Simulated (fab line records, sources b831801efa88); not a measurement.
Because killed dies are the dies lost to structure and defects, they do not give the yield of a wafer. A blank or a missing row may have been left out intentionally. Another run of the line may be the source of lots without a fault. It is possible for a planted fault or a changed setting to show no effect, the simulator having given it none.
fab line records    flow sky130
record: lots: 5  wafers: 14  lastDay: 48
route steps=708 shown LI_CONTACT@376 LOCAL_INTERCONNECT@387 PAD_OPEN@708
lots that met no fault: from a run of the same line without faults
startH: hours from the record's first day to the start of the lot's first wafer shown    waitH: how many hours have passed since the lot's step before this one    " as in the row above    L1.1+2: several wafers, shown together as one row    - no value, or no start given    * or withheld: withheld    < > ~ a bound
route shown NAME@n: NAME is a module with steps in the file, n the number in the route of the first one    usual: average and standard deviation across the fault-free wafers    same: alike in all rows    chamber/n: place in a boat    sites: each site's reading    _std_site: standard deviation across them    _edge_site: outer sites' mean less inner sites'    radiusMm: how far each site lies from the wafer's centre    mask NAME#n: copy n    behind: tool/chamber where the wafer was last shaped    hold: why the lot went on hold/how many hours it stayed there/how the hold came to an end    device: the n, p or np transistor that did not switch    end of line: tests of these same wafers at the route's end    for a step that has no rows: nothing shown but its recipe    killed: at the first sort, the dies lost to defects and structure; wafer yield is something else    map: the dies of a wafer, with x for killed, . for not killed, _ for no die there
set.NAME: the run value of the setting; set.NAME@STEP: its run value at that earlier step    model.NAME: the simulator's own value behind a step, which no gauge read
a table for each step, a row for each wafer; lots at some steps of the route
services: when a tool's chamber went out of use (startH, in hours from the record's first day, below 0 if earlier), for how many hours, and the reason
== steps ==
step: SKY_LI_CONTACT_ETCH_14
recipe: chemistry: N2/H2  target: BARC  ionEnergyEv: 200  sourceW: 500  biasW: 100  pressureMtorr: 30  n2FlowSccm: 100  h2FlowSccm: 200  stopOn: SiO2  timeS: 45.9  targetDepthA: 600
step: SKY_LI_CONTACT_ETCH_15
recipe: target: PSG  chemistry: C4F8/O2/Ar  stopOn: Si  taperDeg: 4.15  maskMaterial: KrF-thick  sourceW: 1500  biasW: 1200  pressureMtorr: 40  c4f8FlowSccm: withheld  O2_flow_sccm: 6  Ar_flow_sccm: 300  timeS: withheld  targetDepthA: 6000
step: SKY_LI_CONTACT_STRIP_16
recipe: chemistry: O2/N2  powerW: 1400  pressureMtorr: 1500  platenTempC: withheld  o2FlowSccm: 3000  n2FlowSccm: 300  overashFraction: 0.5
step: SKY_LI_CONTACT_CLEAN_17
recipe: chemistry: NMP  timeS: 600  tempC: 60  dry: n2Spin
step: SKY_LI_CONTACT_PRE_CLEAN_18
recipe: gas: Ar  timeS: 5.6  biasV: 358
step: SKY_LI_CONTACT_SPUTTER_19
recipe: material: Ti  targetThkNm: 20  chamberPressurePa: 5  powerW: 2500  substrateTempC: 200  timeS: 106.37
step: SKY_LI_CONTACT_SPUTTER_20
recipe: material: TiN  targetThkNm: 20  chamberPressurePa: 5  powerW: 4000  timeS: 80
step: SKY_LI_CONTACT_CVD_21
recipe: material: W  targetThkNm: 400  timeS: 120.56  tempC: 400  pressureTorr: 40
step: SKY_LI_CONTACT_CMP_24
recipe: stopOn: PSG  tOverpolishS: 20  downForcePsi: 3.5  platenRpm: 60  targetThkNm: 0  padVelocityMS: 0.94248
step: SKY_LOCAL_INTERCONNECT_SPUTTER_00
recipe: material: TiN  targetThkNm: 100  tempC: 300  powerW: 6500  timeS: 83.3  chamberPressurePa: 0.4
usual: throttleValvePct: 30.2/1.2
lot.wafer  tool           chamber  startH  waitH  throttleValvePct  model.TiN_of_LOCAL_INTERCONNECT_SPUTTER_00.thkNm
L939.2     pvdSputter-01  -        677.16  0.1    32.0              101.8
L939.3     "              -        "       "      31.3              102
L939.5     "              -        "       "      30.1              101.9
L943.1     pvdSputter-01  -        711.66  0.1    28.7              42.01
L943.5     "              -        "       "      28.4              100.4
L943.6     "              -        "       "      31.2              99.92
L944.2     pvdSputter-01  -        723.56  0.2    32.3              99.95
L944.4     "              -        "       "      30.2              41.8
L944.5     "              -        "       "      28.5              101
L945.1     pvdSputter-01  -        727.81  0.2    31.3              42.28
L945.4     "              -        "       "      28.4              42.91
L954.1     pvdSputter-03  -        787.96  0.1    30.6              98
L954.4     "              -        "       "      30.4              99.98
L954.5     "              -        "       "      29.8              99.81
step: SKY_LOCAL_INTERCONNECT_RS_MEAS_01
recipe: thkMeasGauge: four-point-probe  reads: TiN_of_LOCAL_INTERCONNECT_SPUTTER_00
usual: LOCAL_INTERCONNECT_TIN_RS: 14.08/0.17
lot.wafer  tool          chamber  startH  waitH  hold                     LOCAL_INTERCONNECT_TIN_RS[ohm/sq]
L939.2     filmMetro-04  -        677.24  0.1    -                        13.91
L939.3     "             -        "       "      -                        13.85
L939.5     "             -        "       "      -                        13.89
L943.1     filmMetro-04  -        711.72  0.0    awaitDispo/0.2h/release  35.85
L943.5     "             -        "       "      awaitDispo/0.2h/release  14.13
L943.6     "             -        "       "      awaitDispo/0.2h/release  14.19
L943.1     filmMetro-04  -        712.01  0.3    -                        35.94
L943.5     "             -        "       "      -                        14.12
L943.6     "             -        "       "      -                        14.18
L944.2     filmMetro-03  -        723.64  0.1    awaitDispo/0.2h/release  14.12
L944.4     "             -        "       "      awaitDispo/0.2h/release  35.96
L944.5     "             -        "       "      awaitDispo/0.2h/release  13.98
L944.2     filmMetro-03  -        723.93  0.3    -                        14.10
L944.4     "             -        "       "      -                        36.00
L944.5     "             -        "       "      -                        13.96
L945.1     filmMetro-03  -        727.87  0.0    awaitDispo/0.2h/release  35.42
L945.4     "             -        "       "      awaitDispo/0.2h/release  34.84
L945.1     filmMetro-03  -        728.16  0.3    -                        35.47
L945.4     "             -        "       "      -                        34.90
L954.1     filmMetro-01  -        788.02  0.0    -                        14.46
L954.4     "             -        "       "      -                        14.17
L954.5     "             -        "       "      -                        14.16
step: SKY_LOCAL_INTERCONNECT_THK_MEAS_02
recipe: thkMeasGauge: xrf  reads: TiN_of_LOCAL_INTERCONNECT_SPUTTER_00
usual: LOCAL_INTERCONNECT_TIN_THK: 100.4/1.3
lot.wafer  tool          chamber  startH  waitH  hold                     LOCAL_INTERCONNECT_TIN_THK[nm]
L939.2     filmMetro-04  -        677.35  0.1    -                        101.5
L939.3     "             -        "       "      -                        102.0
L939.5     "             -        "       "      -                        101.7
L943.1     filmMetro-04  -        714.64  2.6    awaitDispo/0.2h/release  41.9
L943.5     "             -        "       "      awaitDispo/0.2h/release  100.1
L943.6     "             -        "       "      awaitDispo/0.2h/release  99.9
L943.1     filmMetro-04  -        714.87  0.2    -                        41.9
L943.5     "             -        "       "      -                        100.1
L943.6     "             -        "       "      -                        99.9
L945.1     filmMetro-03  -        731.39  3.2    awaitDispo/0.2h/release  42.4
L945.4     "             -        "       "      awaitDispo/0.2h/release  42.9
L945.1     filmMetro-03  -        731.62  0.2    -                        42.3
L945.4     "             -        "       "      -                        42.9
L944.2     filmMetro-03  -        737.68  13.7   awaitDispo/0.2h/release  100.5
L944.4     "             -        "       "      awaitDispo/0.2h/release  41.8
L944.5     "             -        "       "      awaitDispo/0.2h/release  100.9
L944.2     filmMetro-03  -        737.91  0.2    -                        100.4
L944.4     "             -        "       "      -                        41.7
L944.5     "             -        "       "      -                        100.8
L954.1     filmMetro-01  -        788.14  0.1    -                        98.5
L954.4     "             -        "       "      -                        100.6
L954.5     "             -        "       "      -                        100.3
step: SKY_LOCAL_INTERCONNECT_HMDS_04
recipe: primeTimeS: 60  primeTempC: 120
step: SKY_LOCAL_INTERCONNECT_COAT_05
recipe: resist: BARC  tempC: withheld  timeS: withheld  spinRpm: 3000  resistThkNm: 60
step: SKY_LOCAL_INTERCONNECT_COAT_06
recipe: resist: KrF-thick  spinRpm: 3000  resistThkNm: 450
step: SKY_LOCAL_INTERCONNECT_SOFTBAKE_07
recipe: tempC: 100  timeS: 90  resist: KrF-thick
step: SKY_LOCAL_INTERCONNECT_EXPOSE_08
recipe: maskId: LI1M  na: 0.8  sourceShape: annular  sigmaInner: 0.55  sigmaOuter: 0.85  targetCdNm: 170  doseMj: 28
step: SKY_LOCAL_INTERCONNECT_PEB_09
recipe: pebTempC: withheld  pebTimeS: withheld  resist: KrF-thick
step: SKY_LOCAL_INTERCONNECT_DEVELOP_10
recipe: developTimeS: 60  resist: KrF-thick  devTempC: 21
step: SKY_LOCAL_INTERCONNECT_ETCH_13
recipe: chemistry: N2/H2  target: BARC  ionEnergyEv: 200  biasW: 100  pressureMtorr: 30  n2FlowSccm: 100  h2FlowSccm: 200  icpW: 500  stopOn: SiO2  timeS: 45.9  targetDepthA: 600
step: SKY_LOCAL_INTERCONNECT_METAL_ETCH_14
recipe: targetDepthNm: 110  stopOn: PSG  chemistry: Cl2/BCl3  target: TiN  resistSidewallDeg: 88  pressureMtorr: 10  icpW: 900  biasW: 48.5  Cl2_flow_sccm: 60  bcl3FlowSccm: 30  timeS: 31.4
usual: chamberPressureMTorr: 9.998/0.009  drypumpMotorCurrentA: 5.6/0.36  heBacksideLeakSccm: 3.28/0.19  oesProductAu: 0.943/0.0082  throttleValvePct: 21.900/0.011
lot.wafer  tool         chamber  startH  waitH  chamberPressureMTorr  drypumpMotorCurrentA  heBacksideLeakSccm  oesProductAu  rfHoursCounterH  throttleValvePct
L939.2     rieMetal-02  1        705.15  0.0    10.014                5.8                   3.15                0.948         11               21.881
L939.3     "            0        "       "      10.010                5.5                   3.43                0.948         -                21.888
L939.5     "            1        "       "      9.993                 5.8                   3.09                0.946         -                21.890
L943.1     rieMetal-03  0        739.50  0.0    9.999                 5.0                   3.13                0.620         14               22.108
L943.5     "            1        "       "      10.009                6.2                   3.09                0.947         -                21.908
L943.6     "            0        "       "      10.006                5.0                   3.18                0.939         -                21.905
L944.2     rieMetal-02  1        750.85  0.0    9.989                 5.8                   3.10                0.931         13               21.911
L944.4     "            0        "       "      10.002                5.5                   3.49                0.613         -                22.107
L944.5     "            1        "       "      9.991                 5.8                   3.17                0.948         -                21.892
L945.1     rieMetal-01  0        755.59  0.0    9.993                 5.6                   3.19                0.615         3                22.118
L945.4     "            0        "       "      10.000                5.6                   3.19                0.622         -                22.095
L954.1     rieMetal-02  1        814.96  0.0    9.995                 5.8                   3.11                0.928         1                21.921
L954.4     "            1        "       "      9.991                 5.8                   3.06                0.942         -                21.899
L954.5     "            0        "       "      9.989                 5.5                   3.63                0.940         -                21.924
step: SKY_LOCAL_INTERCONNECT_STRIP_15
recipe: chemistry: O2/N2  powerW: 1400  pressureMtorr: 1500  platenTempC: withheld  o2FlowSccm: 3000  n2FlowSccm: 300  overashFraction: 0.5
step: SKY_LOCAL_INTERCONNECT_STRIP_16
recipe: chemistry: postEtchResidueRemover  timeS: 1200  tempC: 72.5
usual: tempC: 72.50/0.11
lot.wafer  tool         chamber  startH  waitH  tempC  model.TiN_of_LOCAL_INTERCONNECT_SPUTTER_00.thkNm
L939.2     wetBench-04  3        705.31  0.1    72.37  101.4
L939.3     "            3        "       "      72.53  101.6
L939.5     "            3        "       "      72.51  101.5
L943.1     wetBench-01  3        739.66  0.1    72.56  41.59
L943.5     "            3        "       "      72.69  99.98
L943.6     "            3        "       "      72.64  99.5
L944.2     wetBench-02  2        751.01  0.1    72.48  99.53
L944.4     "            2        "       "      72.67  41.39
L944.5     "            2        "       "      72.60  100.6
L945.1     wetBench-01  2        755.74  0.1    72.59  41.86
L945.4     "            2        "       "      72.53  42.48
L954.1     wetBench-01  1        815.11  0.1    72.47  97.57
L954.4     "            1        "       "      72.40  99.55
L954.5     "            1        "       "      72.65  99.39
step: SKY_LOCAL_INTERCONNECT_CLEAN_17
recipe: chemistry: IPA  timeS: 180  tempC: 25
step: SKY_PAD_OPEN_PROBE_99
usual: killed_at_M0_to_M3: 43/6.5  killed_at_M4_up: 3.2/1.8  killedAtContacts: 26/5.2  killedAtFrontEnd: 16/4.8  killedAtOther: 0.3/0.6  killedDies: 89/9.6  killedOpen: 48/7.1  killedShort: 40/6.4
same: grossDies: 492  killedAtBackSide: 0
lot.wafer  tool       chamber  startH   waitH  killed_at_M0_to_M3  killed_at_M4_up  killedAtContacts  killedAtFrontEnd  killedAtOther  killedDies  killedOpen  killedShort  model.etest.resLi.lineOhmUm  model.etest.resLi.rsOhmSq  model.etest.mconChain.rcOhm
L939.2     prober-02  -        1074.58  0.1    38                  0                32                11                0              81          41          40           75.04                        12.57                      16.92
L939.3     prober-02  -        1074.63  0.2    36                  1                26                14                0              77          41          36           74.06                        12.63                      16.58
L939.5     prober-02  -        1074.73  0.2    44                  4                19                14                0              81          44          37           73.84                        12.61                      16.35
L943.1     prober-02  -        1099.93  0.1    40                  6                23                16                0              85          48          37           181.4                        30.68                      26.35
L943.5     prober-02  -        1100.13  0.2    49                  3                31                17                0              100         65          35           75.43                        12.75                      16.81
L943.6     prober-02  -        1100.18  0.2    54                  5                15                13                0              87          46          41           77.16                        12.86                      16.78
L944.2     prober-02  -        1109.20  0.1    42                  2                23                17                0              84          56          27           75.13                        12.85                      16.26
L944.4     prober-02  -        1109.30  0.2    38                  5                29                13                1              86          52          33           183.8                        30.92                      24.37
L944.5     prober-02  -        1109.35  0.2    38                  1                29                18                0              86          50          35           74.46                        12.63                      16.79
L945.1     prober-02  -        1115.99  0.1    32                  3                22                10                0              67          38          29           180.7                        30.51                      25.15
L945.4     prober-02  -        1116.14  0.2    47                  0                18                11                0              76          35          41           178.1                        30.33                      24.62
L954.1     prober-02  -        1156.10  0.1    43                  1                23                12                0              79          45          34           77.57                        13.14                      16.41
L954.4     prober-02  -        1156.25  0.2    54                  5                29                20                0              108         63          44           74.35                        12.87                      16.14
L954.5     prober-02  -        1156.30  0.2    50                  1                27                11                0              89          51          37           75.31                        12.97                      16.05
killed by level:class
L939.2 LI_CONTACT:geometricParticle:open=12 CONTACT:geometricParticle:open=9 METAL1:geometricParticle:short=8 METAL2:geometricParticle:short=7 CONTACT:geometricParticle:short=5 VIA3:geometricParticle:open=5 FIELD_ISO:geometricParticle:short=4 VIA2:geometricParticle:open=4
L939.3 VIA3:geometricParticle:open=8 CONTACT:geometricParticle:short=8 CONTACT:geometricParticle:open=7 VIA2:geometricParticle:open=7 FIELD_ISO:geometricParticle:short=6 LI_CONTACT:geometricParticle:open=6 FIELD_ISO:geometricParticle:open=5 METAL1:geometricParticle:short=5
L939.5 VIA1:geometricParticle:open=10 VIA2:geometricParticle:open=10 CONTACT:geometricParticle:open=6 VIA3:geometricParticle:open=6 POLY_GATE:geometricParticle:short=5 CONTACT:geometricParticle:short=5 FIELD_ISO:geometricParticle:open=4 FIELD_ISO:geometricParticle:short=4
L943.1 CONTACT:geometricParticle:open=9 LI_CONTACT:geometricParticle:open=9 VIA1:geometricParticle:open=9 VIA2:geometricParticle:open=5 METAL1:geometricParticle:short=5 METAL4:geometricParticle:short=5 FIELD_ISO:geometricParticle:open=4 POLY_GATE:geometricParticle:open=4
L943.5 CONTACT:geometricParticle:open=12 VIA1:geometricParticle:open=10 VIA3:geometricParticle:open=9 LI_CONTACT:geometricParticle:open=8 POLY_GATE:geometricParticle:open=7 VIA2:geometricParticle:open=6 CONTACT:geometricParticle:short=5 METAL3:geometricParticle:short=4
L943.6 VIA3:geometricParticle:open=11 METAL2:geometricParticle:short=10 VIA1:geometricParticle:open=8 FIELD_ISO:geometricParticle:open=7 METAL1:geometricParticle:short=7 CONTACT:geometricParticle:open=6 VIA2:geometricParticle:short=6 VIA2:geometricParticle:open=6
L944.2 CONTACT:geometricParticle:open=10 VIA1:geometricParticle:open=10 VIA3:geometricParticle:open=10 LI_CONTACT:geometricParticle:open=9 FIELD_ISO:geometricParticle:short=5 VIA3:geometricParticle:short=5 VIA2:geometricParticle:open=5 SPACER:geometricParticle:open=3
L944.4 CONTACT:geometricParticle:open=15 VIA1:geometricParticle:open=13 LI_CONTACT:geometricParticle:open=8 METAL1:geometricParticle:short=6 POLY_GATE:geometricParticle:short=4 LI_CONTACT:geometricParticle:short=4 VIA1:geometricParticle:short=4 METAL4:geometricParticle:short=4
L944.5 CONTACT:geometricParticle:open=13 VIA1:geometricParticle:open=12 METAL1:geometricParticle:short=6 CONTACT:geometricParticle:short=6 VIA3:geometricParticle:open=6 LOCAL_INTERCONNECT:geometricParticle:short=5 FIELD_ISO:geometricParticle:open=4 SPACER:geometricParticle:open=3
L945.1 VIA1:geometricParticle:open=13 CONTACT:geometricParticle:open=10 VIA1:geometricParticle:short=5 LI_CONTACT:geometricParticle:open=4 METAL2:geometricParticle:short=4 FIELD_ISO:geometricParticle:open=3 LI_CONTACT:geometricParticle:short=3 CONTACT:geometricParticle:short=3
L945.4 VIA2:geometricParticle:open=10 LI_CONTACT:geometricParticle:short=7 VIA2:geometricParticle:short=6 CONTACT:geometricParticle:open=6 VIA1:geometricParticle:open=6 METAL2:geometricParticle:short=6 VIA1:geometricParticle:short=5 METAL3:geometricParticle:short=4
L954.1 VIA1:geometricParticle:open=10 CONTACT:geometricParticle:open=8 VIA2:geometricParticle:open=7 VIA3:geometricParticle:open=7 VIA1:geometricParticle:short=6 LI_CONTACT:geometricParticle:short=5 POLY_GATE:geometricParticle:short=4 LI_CONTACT:geometricParticle:open=4
L954.4 VIA1:geometricParticle:open=12 CONTACT:geometricParticle:open=11 VIA2:geometricParticle:open=8 VIA3:geometricParticle:open=8 LOCAL_INTERCONNECT:geometricParticle:short=7 METAL1:geometricParticle:short=6 FIELD_ISO:geometricParticle:open=5 LI_CONTACT:geometricParticle:open=5
L954.5 VIA1:geometricParticle:open=15 CONTACT:geometricParticle:open=12 CONTACT:geometricParticle:short=6 VIA3:geometricParticle:open=6 POLY_GATE:geometricParticle:open=4 LI_CONTACT:geometricParticle:open=4 LOCAL_INTERCONNECT:geometricParticle:short=4 METAL1:geometricParticle:short=4
== services ==
tool           chamber  startH  hours  kind
wetBench-02    -        668.62  1.9    pm
rieMetal-01    -        668.99  1.4    repair
rieMetal-01    -        678.66  10.0   pm
rieMetal-03    -        697.63  3.6    repair
pvdSputter-01  -        715.79  1.3    repair
rieMetal-02    -        737.98  5.1    repair
rieMetal-02    1        760.94  -      clean
rieMetal-02    1        760.94  30.0   scheduledDown
rieMetal-02    1        760.94  30.0   ventCycle
wetBench-02    -        773.91  4.1    repair
rieMetal-01    1        776.16  -      clean
rieMetal-01    1        776.16  27.4   scheduledDown
rieMetal-01    1        776.16  27.4   ventCycle
== key ==
firstSign: step: SKY_LOCAL_INTERCONNECT_RS_MEAS_01  reading: visit  direction: added
effect: step: SKY_LOCAL_INTERCONNECT_RS_MEAS_01  reading: LOCAL_INTERCONNECT_TIN_RS  direction: up  sigmas: 99+  usual: 14.08  struck: 35.52
effect: step: SKY_LOCAL_INTERCONNECT_THK_MEAS_02  reading: visit  direction: added
effect: step: SKY_LOCAL_INTERCONNECT_THK_MEAS_02  reading: LOCAL_INTERCONNECT_TIN_THK  direction: down  sigmas: 44  usual: 100.4  struck: 42.3
effect: step: SKY_LOCAL_INTERCONNECT_METAL_ETCH_14  reading: oesProductAu  direction: down  sigmas: 40  usual: 0.943  struck: 0.618  through: controlLoop
modelEffect: step: SKY_LOCAL_INTERCONNECT_SPUTTER_00  value: TiN_of_LOCAL_INTERCONNECT_SPUTTER_00.thkNm  without: 101.1  struck: 42.25
modelEffect: step: SKY_LOCAL_INTERCONNECT_STRIP_16  value: TiN_of_LOCAL_INTERCONNECT_SPUTTER_00.thkNm  without: 100.7  struck: 41.83
modelEffect: step: SKY_PAD_OPEN_PROBE_99  value: etest.resLi.lineOhmUm  without: 75.12  struck: 181
metAt SKY_LOCAL_INTERCONNECT_SPUTTER_00
struckWafers L943.1,L944.4,L945.1,L945.4
testerLeftOut L943,L944,L945
loopTrim: step: SKY_LOCAL_INTERCONNECT_EXPOSE_08  setting: dose  lots: L944
onsetBetween 677.16 711.66
fault: kind: processParameterDrift  tool: pvdSputter-01  chamber: -  onsetH: 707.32  steps: SKY_LOCAL_INTERCONNECT_SPUTTER_00  channel: timeS  offset: *  shape: step  endH: 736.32  scope: struckWafersOnly  actsIn: *  stated: *
testerLeftOut: of these lots the tester's yield and bins aren't shown, on N5 and GAA mostly nor the transistor test; their killed dies are dies lost to structure and defects alone, not to doping, threshold or leakage, so they don't give the yield
loopTrim: a control loop set the setting to another value than it would have without faults
